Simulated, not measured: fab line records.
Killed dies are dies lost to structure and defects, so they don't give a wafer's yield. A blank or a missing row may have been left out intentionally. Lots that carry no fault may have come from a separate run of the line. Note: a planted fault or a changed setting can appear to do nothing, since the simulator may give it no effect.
One fault seen from 2 desks :: flow gf180mcu :: every desk sees just its own numbers, and what lay behind them comes last

== AT THE METROLOGY DESK ==
What the gauges read for every lot (on any tool): the sampled wafers with a number, averaged. If a lot's mean is further than 4 standard deviations from the usual mean, the lot is out of limits and carries the mark OUT (the distance appears in the brackets).
Columns: A = cd nm at GF_V4_CD_MEAS_14, usual 260.3 nm; B = V4_OVL at GF_V4_OVL_MEAS_15, usual -5 nm; C = V4_W_RS at GF_V4_RS_MEAS_24, usual 0.329 ohm/sq; D = V4_W_THK at GF_V4_THK_MEAS_25, usual 341 nm
lot: L257
first seen here: day 25 01:28
A: 260.5
B: -6
C: 0.328
D: 340

lot: L259
first seen here: day 25 19:19
A: 261.8
B: -11
C: 0.330
D: 346

lot: L261
first seen here: day 26 11:25
A: 259.1
B: -6
C: 0.323
D: 341

lot: L267
first seen here: day 28 12:13
A: 261.6
B: -5
C: 0.329
D: 335

lot: L268
first seen here: day 28 18:20
A: 259.0
B: -10
C: 0.327
D: 336

lot: L269
first seen here: day 29 01:55
A: 261.2
B: -10
C: 0.332
D: 340

lot: L276
first seen here: day 30 17:37
A: 260.1
B: -10
C: 0.326
D: 339
This desk's finding: nothing out of limits on any of the 7 lots.

== THE TOOL OWNER'S DESK: cmp-02 ==
The tool's own readings at GF_V4_CMP_26 (polishes, stops on SiO2, t overpolish 15 s, target thk 0 nm): means of the sampled wafers that have a number, for each lot that ran on this tool. If a lot's mean is further than 4 standard deviations from the usual mean, the lot is out of limits and carries the mark OUT (the distance appears in the brackets).
Columns: A = edge zone pressure frac at GF_V4_CMP_26, usual 1.000; B = motor current A at GF_V4_CMP_26, usual 11.0 A; C = overpolish run s at GF_V4_CMP_26, usual 15.001 s; D = time to endpoint s at GF_V4_CMP_26, usual 83.4 s
lot: L257
first seen here: day 25 02:43
A: 0.996
B: 10.6
C: 14.997
D: 85.4

lot: L259
first seen here: day 25 20:31
A: 0.996
B: 11.0
C: 14.999
D: 81.7

lot: L261
first seen here: day 26 12:38
A: 1.002
B: 11.4
C: 14.995
D: 82.0

lot: L267
first seen here: day 28 13:34
A: 1.002
B: 11.1
C: 5.025 (-99 or more) OUT
D: 114.5 (+12) OUT

lot: L268
first seen here: day 28 19:31
A: 0.996
B: 11.1
C: 5.035 (-99 or more) OUT
D: 113.5 (+11) OUT

lot: L269
first seen here: day 29 03:20
A: 1.001
B: 10.7
C: 10.020 (-99 or more) OUT
D: 97.8 (+5.3) OUT
Finding of this desk: L267, L268, L269 out of limits; the first was L267 at day 28 13:34, on overpolish run s at GF_V4_CMP_26. L257, L259, L261: within limits.

== BROUGHT TOGETHER ==
The tool owner's desk had the chance to raise an alarm at day 28 13:34 on L267, L268, L269.
From the metrology desk's view, nothing was out of limits.
The metrology desk holds a record of L267, L268, L269, inside its limits.
All the named lots went through GF_V4_CMP_26 on cmp-02.

== WHAT HAD BEEN PUT IN BY THE SIMULATOR ==
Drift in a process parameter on cmp-02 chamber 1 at GF_V4_CMP_26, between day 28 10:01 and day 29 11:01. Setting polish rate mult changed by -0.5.
Lots struck among those shown: L267, L268, L269.
Hours from the fault's start to each desk's first reading out of limits: the tool owner's desk, 4.
